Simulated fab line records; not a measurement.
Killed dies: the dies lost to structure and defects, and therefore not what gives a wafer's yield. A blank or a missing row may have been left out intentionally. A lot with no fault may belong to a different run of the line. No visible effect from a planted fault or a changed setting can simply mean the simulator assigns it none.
fab line records ; flow sky130
[record] lots = 13; wafers = 39; last-day = 50
route steps=708 shown SONOS_ONO@172 PAD_OPEN@708
lots that met no fault: taken from a fault-free run of the same line
start-h: hours from the record's first day to the start of the lot's first wafer shown ; wait-h: hours since the lot's step before ; " as in the row above ; L1.1+2: several wafers, shown together as one row ; - value missing, or start not given ; * or withheld: withheld ; < > ~ a bound
route shown NAME@n: names a module that has steps shown in the file, with the first one's number in the route ; usual: average and standard deviation across the fault-free wafers ; same: alike in all rows ; chamber/n: place in a boat ; sites: readings site by site ; _std_site: standard deviation of those values ; _edge_site: mean of outer sites minus mean of inner sites ; radius-mm: how far each site lies from the wafer's centre ; mask NAME#n: copy n ; behind: tool/chamber where the wafer was last shaped ; hold: the reason the lot was held/the length of the hold in hours/how it ended ; device: names the non-switching transistor (n, p or np) ; end of line: at the end of the route, the tests of the same wafers ; step lacking rows: just its recipe ; killed: count of dies lost to structure and defects at first sort (not the wafer's yield) ; map: a wafer's dies, x killed, . not, _ none there
set.NAME: the run value of the setting; set.NAME@STEP: its run value at that earlier step ; model.NAME: the simulator's own value behind a step, which no gauge read
steps of the route over a sample of lots; a table a step, a row a wafer
[[steps]]
[step SKY_SONOS_ONO_CVD_04]
[recipe] material = SiO2; precursor = SiH4/N2O; target-thk-nm = 5.7199; temp-c = 900; pressure-mtorr = 400
[usual] spike-tc-bottom-C = 917.6/1.5; zone-power-centre-pct = 18.4/2.2
lot.wafer;tool;chamber;start-h;wait-h;spike-tc-bottom-C;zone-power-centre-pct
L215.2;lpcvd-03;1;267.33;0.0;918.3;16.2
L215.3;lpcvd-03;1;267.33;0.0;917.0;16.3
L215.6;lpcvd-03;1;267.33;0.0;917.4;16.3
L216.1;lpcvd-03;0;268.58;0.2;918.6;21.0
L216.2;lpcvd-03;0;268.58;0.2;918.3;20.8
L216.6;lpcvd-03;0;268.58;0.2;917.2;21.0
L217.2;lpcvd-03;0;282.89;0.0;917.9;20.7
L217.4;lpcvd-03;0;282.89;0.0;918.4;21.0
L217.5;lpcvd-03;0;282.89;0.0;916.7;20.9
L219.4;lpcvd-03;0;295.71;0.0;917.5;20.8
L219.5;lpcvd-03;0;295.71;0.0;918.6;20.6
L219.6;lpcvd-03;0;295.71;0.0;918.9;20.9
L220.2;lpcvd-03;1;303.81;0.0;915.8;16.7
L220.3;lpcvd-03;1;303.81;0.0;916.9;16.4
L220.6;lpcvd-03;1;303.81;0.0;917.8;16.5
L221.1;lpcvd-03;1;309.87;0.1;918.0;16.6
L221.3;lpcvd-03;1;309.87;0.1;915.4;16.5
L221.6;lpcvd-03;1;309.87;0.1;915.1;16.4
L222.2;lpcvd-03;0;316.16;0.0;918.6;21.0
L222.3;lpcvd-03;0;316.16;0.0;920.3;20.3
L222.5;lpcvd-03;0;316.16;0.0;918.4;20.8
L225.1;lpcvd-03;1;345.45;0.1;914.5;16.5
L225.2;lpcvd-03;1;345.45;0.1;916.4;16.1
L225.4;lpcvd-03;1;345.45;0.1;918.6;16.3
L226.1;lpcvd-03;1;349.70;0.1;920.5;16.1
L226.2;lpcvd-03;1;349.70;0.1;917.5;16.3
L226.5;lpcvd-03;1;349.70;0.1;917.0;16.3
L227.1;lpcvd-03;1;364.87;0.1;917.7;16.5
L227.2;lpcvd-03;1;364.87;0.1;916.2;16.6
L227.3;lpcvd-03;1;364.87;0.1;917.5;16.2
L228.2;lpcvd-03;0;364.87;0.0;917.9;21.1
L228.3;lpcvd-03;0;364.87;0.0;920.1;20.6
L228.4;lpcvd-03;0;364.87;0.0;917.8;20.9
L232.2;lpcvd-03;0;392.78;0.0;919.8;20.9
L232.4;lpcvd-03;0;392.78;0.0;918.2;20.8
L232.5;lpcvd-03;0;392.78;0.0;918.2;20.6
L233.3;lpcvd-03;1;402.41;0.0;916.5;16.4
L233.4;lpcvd-03;1;402.41;0.0;916.2;16.1
L233.5;lpcvd-03;1;402.41;0.0;917.1;16.3
[step SKY_SONOS_ONO_THK_MEAS_05]
[recipe] reads = SiO2_of_SONOS_ONO_CVD_04
[usual] SONOS_ONO_CVD_04_THK = 5.76/0.096
lot.wafer;tool;chamber;start-h;wait-h;SONOS_ONO_CVD_04_THK[nm]
L215.2;film-metro-04;-;268.59;0.0;5.68
L215.3;film-metro-04;-;268.59;0.0;5.64
L215.6;film-metro-04;-;268.59;0.0;5.64
L216.1;film-metro-03;-;269.83;0.0;5.89
L216.2;film-metro-03;-;269.83;0.0;5.84
L216.6;film-metro-03;-;269.83;0.0;5.83
L217.2;film-metro-03;-;284.15;0.0;5.75
L217.4;film-metro-03;-;284.15;0.0;5.65
L217.5;film-metro-03;-;284.15;0.0;5.73
L219.4;film-metro-03;-;296.99;0.0;5.68
L219.5;film-metro-03;-;296.99;0.0;5.82
L219.6;film-metro-03;-;296.99;0.0;5.75
L220.2;film-metro-03;-;305.07;0.0;5.82
L220.3;film-metro-03;-;305.07;0.0;5.76
L220.6;film-metro-03;-;305.07;0.0;5.72
L221.1;film-metro-04;-;311.12;0.0;5.64
L221.3;film-metro-04;-;311.12;0.0;5.60
L221.6;film-metro-04;-;311.12;0.0;5.77
L222.2;film-metro-02;-;317.42;0.0;5.75
L222.3;film-metro-02;-;317.42;0.0;5.75
L222.5;film-metro-02;-;317.42;0.0;5.72
L225.1;film-metro-03;-;346.70;0.0;5.84
L225.2;film-metro-03;-;346.70;0.0;5.81
L225.4;film-metro-03;-;346.70;0.0;5.90
L226.1;film-metro-03;-;350.95;0.0;5.98
L226.2;film-metro-03;-;350.95;0.0;5.88
L226.5;film-metro-03;-;350.95;0.0;5.78
L227.1;film-metro-02;-;366.12;0.0;5.78
L227.2;film-metro-02;-;366.12;0.0;5.77
L227.3;film-metro-02;-;366.12;0.0;5.72
L228.2;film-metro-04;-;366.13;0.0;5.57
L228.3;film-metro-04;-;366.13;0.0;5.55
L228.4;film-metro-04;-;366.13;0.0;5.55
L232.2;film-metro-04;-;394.04;0.0;5.59
L232.4;film-metro-04;-;394.04;0.0;5.67
L232.5;film-metro-04;-;394.04;0.0;5.60
L233.3;film-metro-03;-;403.68;0.0;5.29
L233.4;film-metro-03;-;403.68;0.0;5.28
L233.5;film-metro-03;-;403.68;0.0;5.23
[step SKY_PAD_OPEN_PROBE_99]
[usual] killed_at_M0_to_M3 = 44/6.9; killed_at_M4_up = 3.1/1.7; killed-at-contacts = 25/5.6; killed-at-front-end = 14/4.3; killed-at-other = 0.3/0.51; killed-dies = 86/9.8; killed-open = 47/6.5; killed-short = 39/6.6
[same] gross-dies = 492; killed-at-back-side = 0
lot.wafer;tool;chamber;start-h;wait-h;killed_at_M0_to_M3;killed_at_M4_up;killed-at-contacts;killed-at-front-end;killed-at-other;killed-dies;killed-open;killed-short
L217.2;prober-02;-;1112.53;0.1;42;6;24;18;0;90;50;40
L217.4;prober-02;-;1112.63;0.2;48;2;23;19;0;92;47;45
L217.5;prober-02;-;1112.68;0.2;39;6;19;18;0;82;39;43
// killed by level:class
L217.2 VIA1:geometric-particle:open=13 CONTACT:geometric-particle:open=8 METAL1:geometric-particle:short=8 LI_CONTACT:geometric-particle:open=7 FIELD_ISO:geometric-particle:open=6 LOCAL_INTERCONNECT:geometric-particle:short=6 METAL4:geometric-particle:short=6 FIELD_ISO:geometric-particle:short=5
L217.4 VIA1:geometric-particle:open=11 VIA3:geometric-particle:open=11 LI_CONTACT:geometric-particle:open=7 CONTACT:geometric-particle:open=7 VIA1:geometric-particle:short=7 FIELD_ISO:geometric-particle:short=5 LOCAL_INTERCONNECT:geometric-particle:short=5 METAL1:geometric-particle:short=5
L217.5 METAL1:geometric-particle:short=8 VIA1:geometric-particle:open=7 FIELD_ISO:geometric-particle:short=6 VIA1:geometric-particle:short=6 LI_CONTACT:geometric-particle:open=6 CONTACT:geometric-particle:open=5 VIA2:geometric-particle:open=5 FIELD_ISO:geometric-particle:open=4
[[key]]
[first-sign] step = SKY_SONOS_ONO_THK_MEAS_05; reading = SONOS_ONO_CVD_04_THK; direction = down; sigmas = 5.1; usual = 5.76; struck = 5.27
effect none on later readings
met-at SKY_SONOS_ONO_CVD_04
struck-lots L233
struck-wafers L233.3,L233.4,L233.5
tester-left-out L233
onset-between 364.87 402.41
also-fits time
[fault] kind = process-parameter-drift; tool = lpcvd-03; chamber = 1; onset-h = 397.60; steps = SKY_SONOS_ONO_CVD_04; channel = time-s; offset = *; shape = step; end-h = 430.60; stated = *
// tester-left-out: of these lots the tester's yield and bins aren't shown, on N5 and GAA mostly nor the transistor test; their killed dies are dies lost to structure and defects alone, not to doping, threshold or leakage, so they don't give the yield
